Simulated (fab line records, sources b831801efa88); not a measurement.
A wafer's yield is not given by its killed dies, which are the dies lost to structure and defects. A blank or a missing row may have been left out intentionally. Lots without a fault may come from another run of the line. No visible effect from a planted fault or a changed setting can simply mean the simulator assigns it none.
Split-lot study / flow sfq line / route with 325 steps; 5 lots, 23 wafers read

THE SPLIT
At SFQ_TRILAYER_M0_DEP_SPUTTER_019 (material Nb, target thk 200 nm, time 133.3 s), the setting power w was moved away from the recipe's 2000 W on 8 of the 23 wafers read, by -3.1% to +9.0%. This setting was run at the recipe's value on the other wafers.

FROM THE SPLIT TO THE READING: what the file shows between them, 2 steps
- SFQ_M0_RS_MEAS_904: measures by four-point-probe
- SFQ_TRILAYER_M0_BARC_OPEN_METAL_ETCH_031: etches BARC in O2, target depth 125 nm, time 41.7 s (also split here: icp w)

THE READING
oes product au, in a.u., at SFQ_TRILAYER_M0_ETCH_METAL_ETCH_024 (etches Nb in Cl2/Ar, stops on SiO2, target depth 240 nm, time 120 s). Typical for fault-free wafers on this fab line: 0.897 a.u., with standard deviation 0.0061 a.u.

wafer=L075.1; tool, chamber at the split=pvd sputter-04, -; power w as run, W=2000; against the recipe=recipe; oes product au, a.u.=0.891; against lot-mates on the recipe=-
wafer=L075.3; tool, chamber at the split=pvd sputter-04, -; power w as run, W=2000; against the recipe=recipe; oes product au, a.u.=0.909; against lot-mates on the recipe=-
wafer=L075.4; tool, chamber at the split=pvd sputter-04, -; power w as run, W=2177; against the recipe=+8.9%; oes product au, a.u.=0.935; against lot-mates on the recipe=+0.035
wafer=L075.5; tool, chamber at the split=pvd sputter-04, -; power w as run, W=2177; against the recipe=+8.9%; oes product au, a.u.=0.943; against lot-mates on the recipe=+0.043
wafer=L075.6; tool, chamber at the split=pvd sputter-04, -; power w as run, W=2177; against the recipe=+8.9%; oes product au, a.u.=0.943; against lot-mates on the recipe=+0.043
wafer=L077.1; tool, chamber at the split=pvd sputter-04, -; power w as run, W=2000; against the recipe=recipe; oes product au, a.u.=0.899; against lot-mates on the recipe=-
wafer=L077.4; tool, chamber at the split=pvd sputter-04, -; power w as run, W=2000; against the recipe=recipe; oes product au, a.u.=0.886; against lot-mates on the recipe=-
wafer=L077.6; tool, chamber at the split=pvd sputter-04, -; power w as run, W=2000; against the recipe=recipe; oes product au, a.u.=0.909; against lot-mates on the recipe=-
wafer=L080.1; tool, chamber at the split=pvd sputter-04, -; power w as run, W=2180; against the recipe=+9.0%; oes product au, a.u.=0.947; against lot-mates on the recipe=+0.051
wafer=L080.2; tool, chamber at the split=pvd sputter-04, -; power w as run, W=2000; against the recipe=recipe; oes product au, a.u.=0.887; against lot-mates on the recipe=-
wafer=L080.4; tool, chamber at the split=pvd sputter-04, -; power w as run, W=2000; against the recipe=recipe; oes product au, a.u.=0.904; against lot-mates on the recipe=-
wafer=L080.5; tool, chamber at the split=pvd sputter-04, -; power w as run, W=2180; against the recipe=+9.0%; oes product au, a.u.=0.951; against lot-mates on the recipe=+0.055
wafer=L080.6; tool, chamber at the split=pvd sputter-04, -; power w as run, W=2180; against the recipe=+9.0%; oes product au, a.u.=0.944; against lot-mates on the recipe=+0.048
wafer=L081.2; tool, chamber at the split=pvd sputter-06, -; power w as run, W=1938; against the recipe=-3.1%; oes product au, a.u.=0.872; against lot-mates on the recipe=-0.024
wafer=L081.3; tool, chamber at the split=pvd sputter-06, -; power w as run, W=2000; against the recipe=recipe; oes product au, a.u.=0.894; against lot-mates on the recipe=-
wafer=L081.4; tool, chamber at the split=pvd sputter-06, -; power w as run, W=2000; against the recipe=recipe; oes product au, a.u.=0.898; against lot-mates on the recipe=-
wafer=L081.5; tool, chamber at the split=pvd sputter-06, -; power w as run, W=1938; against the recipe=-3.1%; oes product au, a.u.=0.881; against lot-mates on the recipe=-0.015
wafer=L081.6; tool, chamber at the split=pvd sputter-06, -; power w as run, W=2000; against the recipe=recipe; oes product au, a.u.=0.897; against lot-mates on the recipe=-
wafer=L083.1; tool, chamber at the split=pvd sputter-05, -; power w as run, W=2000; against the recipe=recipe; oes product au, a.u.=0.901; against lot-mates on the recipe=-
wafer=L083.2; tool, chamber at the split=pvd sputter-05, -; power w as run, W=2000; against the recipe=recipe; oes product au, a.u.=0.902; against lot-mates on the recipe=-
wafer=L083.3; tool, chamber at the split=pvd sputter-05, -; power w as run, W=2000; against the recipe=recipe; oes product au, a.u.=0.896; against lot-mates on the recipe=-
wafer=L083.4; tool, chamber at the split=pvd sputter-05, -; power w as run, W=2000; against the recipe=recipe; oes product au, a.u.=0.897; against lot-mates on the recipe=-
wafer=L083.6; tool, chamber at the split=pvd sputter-05, -; power w as run, W=2000; against the recipe=recipe; oes product au, a.u.=0.895; against lot-mates on the recipe=-

FIT RESULTS
A straight line over all 23 wafers: oes product au changes by +0.00531 a.u. for each +1% of power w; r = +0.96; the points scatter about the line by 0.0064 a.u.
The same after taking each lot's own level away (the mean of its wafers on the recipe; 23 wafers): +0.00527 a.u. for each +1%; r = +0.96; scatter 0.0066 a.u.
That fit puts the effect of the largest move of power w on the reading at 0.047 a.u.
The lots' own levels span 0.8955 to 0.9000 a.u., that is 0.7 times the standard deviation above.
Consequently the slope shifts little with the lot-to-lot level, the two slopes agreeing.
Check: for one of the wafers moved furthest among these (+9.0%), held out of the fit, the line's prediction against its lot-mates is +0.046 a.u. Against them it came out at +0.0515 a.u.

OTHER SPLITS ON THESE WAFERS
Note: prior to the reading, these wafers also went through further splits. Each is held against what the fit with the lots' levels taken away leaves over:
other split on the same wafers=SFQ_TRILAYER_INCOMING_OXIDATION_002 ox time s; wafers away from the commonest value=15; r with oes product au (lot level and that fit taken away)=-0.06
other split on the same wafers=SFQ_TRILAYER_L0_LITHO_COAT_005 resist thk nm; wafers away from the commonest value=11; r with oes product au (lot level and that fit taken away)=-0.26
other split on the same wafers=SFQ_TRILAYER_L0_BARC_OPEN_METAL_ETCH_010 time s; wafers away from the commonest value=7; r with oes product au (lot level and that fit taken away)=-0.23
other split on the same wafers=SFQ_TRILAYER_L0_VIA_LITHO_EXPOSE_014 dose mj; wafers away from the commonest value=10; r with oes product au (lot level and that fit taken away)=+0.04
other split on the same wafers=SFQ_TRILAYER_L0_VIA_ETCH_VIA_ETCH_016 bias w; wafers away from the commonest value=7; r with oes product au (lot level and that fit taken away)=+0.15
other split on the same wafers=SFQ_TRILAYER_M0_BARC_OPEN_METAL_ETCH_031 icp w; wafers away from the commonest value=11; r with oes product au (lot level and that fit taken away)=-0.01

THE WHOLE CHAIN: every reading that the file lists as answering this split, in the file's order
step=SFQ_TRILAYER_M0_DEP_SPUTTER_019; what it does=material Nb, target thk 200 nm, time 133.3 s; reading=Nb_of_TRILAYER_M0_DEP_SPUTTER_019.thk nm (the simulator's own value, which no gauge read); change (the file's fit)=+1.89 nm for each +1% of the setting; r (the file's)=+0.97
step=SFQ_M0_RS_MEAS_904; what it does=measures by four-point-probe; reading=M0_NB_RS; change (the file's fit)=-0.00783 for each +1% of the setting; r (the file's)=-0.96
step=SFQ_TRILAYER_M0_ETCH_METAL_ETCH_024; what it does=etches Nb in Cl2/Ar, stops on SiO2, target depth 240 nm, time 120 s; reading=oes product au; change (the file's fit)=+0.00524 a.u. for each +1% of the setting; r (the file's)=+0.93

THE FILE'S OWN FIT
oes product au changes by +0.00524 a.u. for each +1% of power w, r = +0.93.
